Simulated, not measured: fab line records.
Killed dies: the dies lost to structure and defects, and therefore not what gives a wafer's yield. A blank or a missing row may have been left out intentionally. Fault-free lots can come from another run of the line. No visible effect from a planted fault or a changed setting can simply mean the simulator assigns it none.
Which tool is to blame?	flow gf180mcu	Sampling: 14 lots, 42 wafers, 4 of 602 route steps

## WHAT THE GAUGES SHOWED, per wafer
GF_PSD_CD_MEAS_07: the cd target is 400 nm.
lot	measured	on	cd-nm (nm)
L144	day 14 08:49	cd-sem-02	401.1 399.3 399.2
L146	day 15 07:23	cd-sem-01	401.5 401.1 400.9
L147	day 15 10:04	cd-sem-02	401.7 399.6 402.3
L148	day 15 18:19	cd-sem-02	401.3 401.1 400.2
L149	day 15 21:03	cd-sem-02	403.8 406.2 403.0
L150	day 16 09:13	cd-sem-01	401.0 400.4 403.8
L153	day 17 06:51	cd-sem-01	397.4 398.3 397.6
L154	day 17 16:51	cd-sem-01	401.6 400.1 402.3
L155	day 17 22:03	cd-sem-01	400.5 399.8 400.8
L156	day 18 14:04	cd-sem-02	398.9 399.8 397.7
L157	day 18 18:37	cd-sem-02	402.8 402.3 399.7
L159	day 19 12:29	cd-sem-02	403.3 404.8 404.3
L164	day 21 03:30	cd-sem-01	400.2 401.2 400.5
L165	day 21 14:42	cd-sem-02	401.2 400.1 400.4

GF_SAB_CD_MEAS_09: the cd target is 420 nm.
lot	measured	on	cd-nm (nm)
L144	day 15 06:40	cd-sem-01	414.9 414.4 416.0
L146	day 16 06:24	cd-sem-01	419.8 415.9 417.2
L147	day 16 08:52	cd-sem-01	413.8 416.6 415.0
L148	day 16 17:19	cd-sem-01	423.4 424.5 421.8
L149	day 16 19:52	cd-sem-02	416.5 416.0 417.1
L150	day 17 08:40	cd-sem-01	417.7 418.7 419.0
L153	day 18 06:51	cd-sem-02	420.8 421.2 420.4
L154	day 18 17:18	cd-sem-02	419.2 420.1 417.6
L155	day 18 22:54	cd-sem-02	420.7 419.7 420.0
L156	day 19 15:05	cd-sem-02	421.7 419.0 420.4
L157	day 19 20:07	cd-sem-02	419.6 421.3 420.3
L159	day 20 13:23	cd-sem-02	421.1 418.7 421.6
L164	day 22 03:24	cd-sem-02	422.3 420.9 421.6
L165	day 22 14:42	cd-sem-01	416.7 415.8 416.2

GF_V1_CD_MEAS_14: the cd target is 260 nm.
lot	measured	on	cd-nm (nm)
L144	day 18 08:34	cd-sem-02	259.8 259.9 260.1
L146	day 19 08:36	cd-sem-02	262.8 262.7 261.0
L147	day 19 12:40	cd-sem-02	258.9 258.5 258.5
L148	day 19 21:14	cd-sem-01	259.2 260.0 260.4
L149	day 19 23:13	cd-sem-01	258.6 258.4 260.5
L150	day 20 14:04	cd-sem-02	260.0 260.8 261.4
L153	day 21 10:51	cd-sem-01	259.9 259.4 258.8
L154	day 21 22:38	cd-sem-02	260.1 261.8 261.2
L155	day 22 03:21	cd-sem-01	262.0 261.5 260.0
L156	day 22 18:12	cd-sem-01	257.8 258.4 258.2
L157	day 22 23:22	cd-sem-01	260.4 260.1 261.1
L159	day 23 15:29	cd-sem-01	260.6 261.2 262.5

## WHAT TOOL EACH LOT RAN ON (gives the tool, then ch and the chambers of the sampled wafers, and finally the start)
lot	GF_M1_DEVELOP_13
L144	litho-track-02 ch 0, day 17 07:08
L146	litho-track-02 ch 0, day 18 06:54
L147	litho-track-02 ch 0, day 18 10:53
L148	litho-track-01 ch 0, day 18 19:19
L149	litho-track-02 ch 0, day 18 21:47
L150	litho-track-01 ch 0, day 19 12:01
L153	litho-track-01 ch 0, day 20 09:20
L154	litho-track-03 ch 0, day 20 21:24
L155	litho-track-01 ch 0, day 21 02:20
L156	litho-track-01 ch 0, day 21 17:14
L157	litho-track-02 ch 0, day 21 23:13
L159	litho-track-01 ch 0, day 22 15:38
L164	litho-track-01, day 24 03:50
L165	litho-track-03, day 24 14:18
- GF_M1_DEVELOP_13: develop time 60 s.

## AS READ BY THE TOOLS THEMSELVES (means over the sampled wafers that have a number; for cases with no such wafer, the mark the record gives instead)
GF_M1_DEVELOP_13.
lot	tool	chill-plate-temp-C (C)	exhaust-pa (Pa)
L144	litho-track-02	23.03	44.9
L146	litho-track-02	23.05	44.7
L147	litho-track-02	22.97	44.9
L148	litho-track-01	23.02	44.2
L149	litho-track-02	22.88	43.9
L150	litho-track-01	22.90	44.6
L153	litho-track-01	22.94	45.2
L154	litho-track-03	23.07	44.3
L155	litho-track-01	22.99	46.1
L156	litho-track-01	22.90	46.4
L157	litho-track-02	23.03	46.2
L159	litho-track-01	22.99	45.9
L164	litho-track-01	-	-
L165	litho-track-03	-	-

## THE ANSWER, worked out from the rows above alone
Rule: what is usual is taken from the lots themselves. Put in order of their means at a reading, lots are off if they are a third of the lots or fewer, leave a main group of 4 or more, and stand apart from it by a gap of 3 or more times the standard deviation of the main group's means; of several such gaps the widest counts. If all means in a main group match to the digits the tables above print for the reading, that group is not used. Also off: a lot with no number at a reading for which 4 or more lots have one. All remaining lots with rows at the step are treated as sound. After the gauges, taken in route order, come the tools' own readings; for these a lot's mean is taken, as printed above. At the first step where some lot is off, the reading lying furthest off is the one used; lots without a number count as furthest.
Off: L164, L165 (GF_M1_DEVELOP_13, chill-plate-temp-C). Without a number there: L164, L165. The main group has a mean of 22.98 C with a standard deviation of 0.061.
A tool fits if, at that step or a process step before it, it ran every lot that is off, and no sound lot after the first of them. None of those tried fits.

## WHAT WAS PUT IN BY THE SIMULATOR
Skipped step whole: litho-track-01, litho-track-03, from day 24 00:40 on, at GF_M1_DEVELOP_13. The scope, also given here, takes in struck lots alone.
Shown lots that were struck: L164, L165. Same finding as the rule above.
